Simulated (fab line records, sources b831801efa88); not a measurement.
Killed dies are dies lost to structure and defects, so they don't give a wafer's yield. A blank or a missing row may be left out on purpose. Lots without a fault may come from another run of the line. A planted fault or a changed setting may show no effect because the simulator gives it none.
Which tool did it? | flow gf180mcu | 13 lots, 39 wafers sampled, at 5 steps of a route of 602

WHAT THE GAUGES READ, wafer by wafer
GF_V1_THK_MEAS_25: measures by xrf.
lot  | measured     | on            | V1_W_THK (nm)
L998 | day 18 04:01 | film_metro-03 | 346 333 334
L999 | day 18 16:44 | film_metro-01 | 335 342 337
L100 | day 19 03:11 | film_metro-03 | 338 339 333
L102 | day 20 04:23 | film_metro-01 | 342 339 342
L103 | day 20 10:26 | film_metro-01 | 339 342 331
L105 | day 21 03:03 | film_metro-01 | 330 338 331
L106 | day 21 16:55 | film_metro-02 | 339 335 339
L107 | day 21 22:31 | film_metro-03 | 337 339 336
L108 | day 22 06:54 | film_metro-03 | 347 340 347
L109 | day 22 15:48 | film_metro-03 | 345 347 348
L112 | day 23 14:42 | film_metro-03 | 339 343 343
L119 | day 25 20:56 | film_metro-02 | 338 333 341
L120 | day 26 03:52 | film_metro-01 | 327 331 332

GF_V3_THK_MEAS_01.
lot  | measured     | on            | V3_CVD_00_THK (nm)
L998 | day 21 09:34 | film_metro-01 | 604 606 610
L999 | day 21 23:50 | film_metro-03 | 602 599 599
L100 | day 22 09:28 | film_metro-01 | 603 599 596
L102 | day 23 08:30 | film_metro-03 | 600 609 603
L103 | day 23 15:14 | film_metro-01 | 601 606 604
L105 | day 24 04:11 | film_metro-03 | 607 609 616
L106 | day 24 18:42 | film_metro-01 | 592 598 592
L107 | day 24 22:49 | film_metro-03 | 622 610 617
L108 | day 25 07:19 | film_metro-02 | 611 607 596
L109 | day 25 15:42 | film_metro-03 | 604 611 606
L112 | day 26 12:36 | film_metro-03 | 601 606 602
L119 | day 28 14:44 | film_metro-02 | 300 596 297
L120 | day 28 20:44 | film_metro-03 | 595 591 599

WHICH TOOL RAN EACH LOT (tool, then ch and the chambers of the sampled wafers, then the start)
lot  | GF_V1_CVD_23                  | GF_M3_SPUTTER_04             | GF_V3_CVD_00
L998 | cvd_w-01 ch 0,1, day 18 03:46 | pvd_sputter-01, day 20 08:41 | hdpcvd-01 ch 0,2, day 21 09:28
L999 | cvd_w-01 ch 0,1, day 18 16:30 | pvd_sputter-03, day 20 22:41 | hdpcvd-02 ch 0,1,2, day 21 23:44
L100 | cvd_w-01 ch 0,1, day 19 02:56 | pvd_sputter-01, day 21 08:40 | hdpcvd-02 ch 0,2, day 22 09:22
L102 | cvd_w-01 ch 1, day 20 04:09   | pvd_sputter-01, day 22 08:23 | hdpcvd-01 ch 0,1,2, day 23 08:25
L103 | cvd_w-01 ch 0,1, day 20 10:12 | pvd_sputter-02, day 22 14:44 | hdpcvd-01 ch 0,2, day 23 15:10
L105 | cvd_w-01 ch 0,1, day 21 02:49 | pvd_sputter-02, day 23 05:05 | hdpcvd-02 ch 0,1,2, day 24 04:07
L106 | cvd_w-02 ch 1, day 21 16:40   | pvd_sputter-03, day 23 19:55 | hdpcvd-01 ch 0,1,2, day 24 18:37
L107 | cvd_w-02 ch 0,1, day 21 22:17 | pvd_sputter-02, day 23 23:25 | hdpcvd-02 ch 0,2, day 24 22:45
L108 | cvd_w-02 ch 0,1, day 22 06:40 | pvd_sputter-01, day 24 08:14 | hdpcvd-02 ch 0,1,2, day 25 07:15
L109 | cvd_w-02 ch 0,1, day 22 15:34 | pvd_sputter-02, day 24 16:50 | hdpcvd-02 ch 0,1, day 25 15:35
L112 | cvd_w-01 ch 0,1, day 23 14:28 | pvd_sputter-03, day 25 14:49 | hdpcvd-02 ch 0,1, day 26 12:30
L119 | cvd_w-02 ch 0,1, day 25 20:43 | pvd_sputter-03, day 27 17:41 | hdpcvd-02 ch 0,1, day 28 14:39
L120 | cvd_w-01 ch 0,1, day 26 03:38 | pvd_sputter-01, day 28 00:39 | hdpcvd-01 ch 0,1,2, day 28 20:40
- GF_V1_CVD_23: deposits W, target thk 350 nm, time 105.05 s.
- GF_M3_SPUTTER_04: material TiN, target thk 50 nm, time 41.7 s.
- GF_V3_CVD_00: deposits SiO2, target thk 600 nm, time 100 s.

WHAT THE TOOLS THEMSELVES READ (means of the sampled wafers that have a number; where no wafer has one, the mark that the record gives instead)
GF_V1_CVD_23.
lot  | tool     | heater_power_w (W)
L998 | cvd_w-01 | 862
L999 | cvd_w-01 | 868
L100 | cvd_w-01 | 861
L102 | cvd_w-01 | 738
L103 | cvd_w-01 | 814
L105 | cvd_w-01 | 865
L106 | cvd_w-02 | 962
L107 | cvd_w-02 | 939
L108 | cvd_w-02 | 909
L109 | cvd_w-02 | 940
L112 | cvd_w-01 | 794
L119 | cvd_w-02 | 944
L120 | cvd_w-01 | 869

GF_M3_SPUTTER_04.
lot  | tool           | throttle_valve_pct (%)
L998 | pvd_sputter-01 | 30.4
L999 | pvd_sputter-03 | 29.6
L100 | pvd_sputter-01 | 30.4
L102 | pvd_sputter-01 | 30.4
L103 | pvd_sputter-02 | 31.0
L105 | pvd_sputter-02 | 31.7
L106 | pvd_sputter-03 | 28.9
L107 | pvd_sputter-02 | 30.2
L108 | pvd_sputter-01 | 30.3
L109 | pvd_sputter-02 | 31.9
L112 | pvd_sputter-03 | 29.6
L119 | pvd_sputter-03 | 29.6
L120 | pvd_sputter-01 | 30.5

GF_V3_CVD_00.
lot  | tool      | sih4_flow_sccm (sccm)
L998 | hdpcvd-01 | 59.98
L999 | hdpcvd-02 | 60.04
L100 | hdpcvd-02 | 60.11
L102 | hdpcvd-01 | 60.09
L103 | hdpcvd-01 | 59.92
L105 | hdpcvd-02 | 60.04
L106 | hdpcvd-01 | 59.91
L107 | hdpcvd-02 | 59.96
L108 | hdpcvd-02 | 60.12
L109 | hdpcvd-02 | 60.06
L112 | hdpcvd-02 | 59.83
L119 | hdpcvd-02 | 39.90
L120 | hdpcvd-01 | 59.92

THE ANSWER, worked out from the rows above alone
Rule: what is usual is taken from the lots themselves. Put in order of their means at a reading, lots are off if they are a third of the lots or fewer, leave a main group of 4 or more, and stand apart from it by a gap of 3 or more times the standard deviation of the main group's means; of several such gaps the widest counts. A main group whose means are all the same, to the digits that the tables above print for the reading, isn't used. A lot without any number at a reading at which 4 lots or more have one is off too. The other lots that the step has rows for count as sound. The gauges are gone through in route order, then the tools' own readings, and for those a lot's mean is taken as printed above. The first step at which some lot is off is used, and at that step the reading that is off furthest; a lot without a number counts as furthest.
Off: L119, at GF_V3_THK_MEAS_01 (V3_CVD_00_THK). The main group: mean 604 nm, standard deviation 6.
A tool fits if, at a process step before that reading, it ran every lot that is off, and no sound lot after the first of them. The gauges at GF_V3_THK_MEAS_01 aren't tried: what is off there is off at GF_V3_CVD_00 too, on other tools, and a gauge's error can't cause that. Can't be told from this: 3 tools fit, cvd_w-02 at GF_V1_CVD_23, pvd_sputter-03 at GF_M3_SPUTTER_04, hdpcvd-02 at GF_V3_CVD_00.

WHAT THE SIMULATOR HAD PUT IN
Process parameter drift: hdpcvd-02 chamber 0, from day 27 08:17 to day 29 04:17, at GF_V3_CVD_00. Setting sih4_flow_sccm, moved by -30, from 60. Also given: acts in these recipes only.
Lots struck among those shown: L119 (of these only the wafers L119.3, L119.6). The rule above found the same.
